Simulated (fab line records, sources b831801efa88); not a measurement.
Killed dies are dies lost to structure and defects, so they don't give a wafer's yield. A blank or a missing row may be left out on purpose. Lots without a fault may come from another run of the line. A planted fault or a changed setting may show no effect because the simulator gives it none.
Problem report in the 8D (eight disciplines) form, filled by code | flow sky130 | the parts of the form that need people (team, actions taken, sign-off) are left out

1. THE PROBLEM
PASSIVATION_CVD_02_THK at SKY_PASSIVATION_THK_MEAS_03 reads a mean of 642 nm on 1 wafer of 1 lot; wafers without a fault read 539 nm with a standard deviation of 7.9. That is +13 standard deviations from the usual mean.
First seen on wafer L302.2, day 44 16:41, on film_metro-04. The record holds 36 wafers of 12 lots with a number at this step. Rule for "out", or "out of limits": more than 4 standard deviations from the usual mean. The other wafers with a number count as sound.

2. WHAT IT IS AND WHAT IT IS NOT
question                    | is                     | is not
which readings at this step | PASSIVATION_CVD_02_THK | -
which lots                  | L302                   | L299, L303, L310, L313, L315, L316, L317, L318, L319, L320, L321
which wafers of those lots  | L302.2                 | L302.1, L302.6
read on which gauges        | film_metro-04          | film_metro-01, film_metro-03
when                        | from day 44 16:41      | up to then (5 sound wafers); but 30 sound wafers of L303, L310, L313, L315, L316, L317, L318, L319, L320, L321 came after

3. SUSPECTS, AND WHAT RULES EACH OUT
Counting: a tool at a process step up to the reading stays a suspect if it ran every lot that is out. Sound lots after the first of them don't rule it out here, since some wafers of a struck lot are sound.
- the gauge at SKY_PASSIVATION_THK_MEAS_03: kept. All the wafers that are out were read on film_metro-04, and no step on other tools shows them out.
- cmp-02 at SKY_VIA4_CMP_02 (polishes SiO2): kept. It ran the lot that is out, L302 (day 42 16:40).
- cmp-02 at SKY_VIA4_CMP_21 (polishes, stops on SiO2, t overpolish 25 s, target thk 0 nm): kept. It ran the lot that is out, L302 (day 43 16:48).
- pecvd-03 at SKY_PASSIVATION_CVD_02 (deposits Si3N4, target thk 540 nm): kept. It ran the lot that is out, L302 (day 44 16:28); its last sound lot up to then is L299 (day 44 05:22).
- Within cmp-02 at SKY_VIA4_CMP_02: the wafers that are out ran in chamber 3; their sound lot-mates ran in chamber 0.
- Within cmp-02 at SKY_VIA4_CMP_21: the wafers that are out ran in chamber 0; their sound lot-mates ran in chambers 2, 3.
- Within pecvd-03 at SKY_PASSIVATION_CVD_02: the wafers that are out ran in chamber 0; their sound lot-mates ran in chamber 1.
Left after counting: cmp-02 at SKY_VIA4_CMP_02, cmp-02 at SKY_VIA4_CMP_21, pecvd-03 at SKY_PASSIVATION_CVD_02, film_metro-04 at SKY_PASSIVATION_THK_MEAS_03.

4. THE CAUSE (what the simulator had put in)
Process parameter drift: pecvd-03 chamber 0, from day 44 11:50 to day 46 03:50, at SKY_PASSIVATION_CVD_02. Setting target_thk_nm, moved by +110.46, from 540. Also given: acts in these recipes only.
Counting left 4 suspects, and this tool is among them.

5. THE CHAIN OF EFFECTS, in route order
Each row: a reading whose mean over the struck wafers that have a number lies more than 3 standard deviations from the usual. Only readings for which the record gives a usual standard deviation are gone through. hours: the time from each lot's start at the first step in this table that gives one to its start at this step, as a median over the lots. sigmas: the change in usual standard deviations.
hours | step                        | reading                | usual  | on struck wafers | change | sigmas
0     | SKY_PASSIVATION_THK_MEAS_03 | PASSIVATION_CVD_02_THK | 539 nm | 642              | +103   | +13

6. WHAT WOULD HAVE CAUGHT IT SOONER
In this record the first reading out of limits at a measuring or inspecting step was taken at day 44 16:41, 5 hours after the fault began at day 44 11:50.
Of the tool readings at SKY_PASSIVATION_CVD_02 for which the record gives a usual standard deviation, none was out on any struck wafer, so an alarm limit of 4 standard deviations on them would not have fired.
All the lots that are out (1) had begun SKY_PASSIVATION_CVD_02 on pecvd-03 by day 44 16:41. A hold on the tool at that time would have spared none of them.
